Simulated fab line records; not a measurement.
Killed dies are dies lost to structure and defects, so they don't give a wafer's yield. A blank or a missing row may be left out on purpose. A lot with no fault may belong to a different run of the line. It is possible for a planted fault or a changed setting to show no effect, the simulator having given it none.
Matching of chambers	flow sky130	cmp-01 running SKY_LI_CONTACT_CMP_02: 4 sister chambers
The step polishes PSG. 14 wafers are shown with their chamber, then 7 later ones without.

WAFERS, EACH WITH ITS CHAMBER
wafer	chamber	motorCurrentA (A)	headPressurePsi (psi)	timeToEndpointS (s)
L662.2	0	12.3	4.011	28
L662.3	3	12.6	3.995	30
L662.6	0	12.6	4.006	30
L661.1	0	12.5	3.996	30
L661.2	3	13.0	4.007	34
L661.5	0	12.6	4.003	29
L672.4	2	9.4	3.978	29
L672.5	3	12.2	4.008	37
L672.6	0	12.6	3.991	31
L675.1	3	12.4	3.994	33
L675.3	0	12.3	3.995	31
L675.5	1	11.7	4.000	31
L679.3	3	12.6	4.010	33
L679.4	1	11.8	3.994	28

SIGNATURES (averages over the wafers above)
reading	chamber 0	chamber 1	chamber 2	chamber 3	scatter within a chamber
motorCurrentA	12.483	11.750	9.400	12.560	0.216
headPressurePsi	4.00033	3.99700	3.97800	4.00280	0.00735
timeToEndpointS	29.83	29.50	29.00	33.40	1.91
Rule: a wafer's distance from a chamber is the root of the sum, over the readings, of the square of ((its reading less the chamber's mean) divided by the reading's scatter). The wafer belongs to the nearest chamber; if the next one is less than 2 further off, it can't be placed. The scatter: take each reading less its chamber's mean, square it, sum over the shown wafers, divide by the number of wafers less the number of chambers, and take the root.

WAFERS WITH NO CHAMBER GIVEN
wafer	motorCurrentA (A)	headPressurePsi (psi)	timeToEndpointS (s)
L679.6	12.9	4.012	33
L681.3	12.5	3.990	26
L681.5	9.7	3.997	30
L681.6	11.8	4.003	31
L683.1	12.3	4.008	29
L683.3	13.3	3.992	27
L683.4	13.5	4.007	30

CHAMBER TAKEN BY EACH
wafer	from the rows above	in truth
L679.6	can't be placed: 3 or 0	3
L681.3	can't be placed: 0 or 1 or 3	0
L681.5	2	2
L681.6	1	1
L683.1	can't be placed: 0 or 3 or 1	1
L683.3	can't be placed: 0 or 3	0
L683.4	can't be placed: 3 or 0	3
Correctly placed: 2 of 7. Cannot be placed on the basis of these rows: 5; the candidates contain the true chamber in 5. Number placed wrongly: 0.
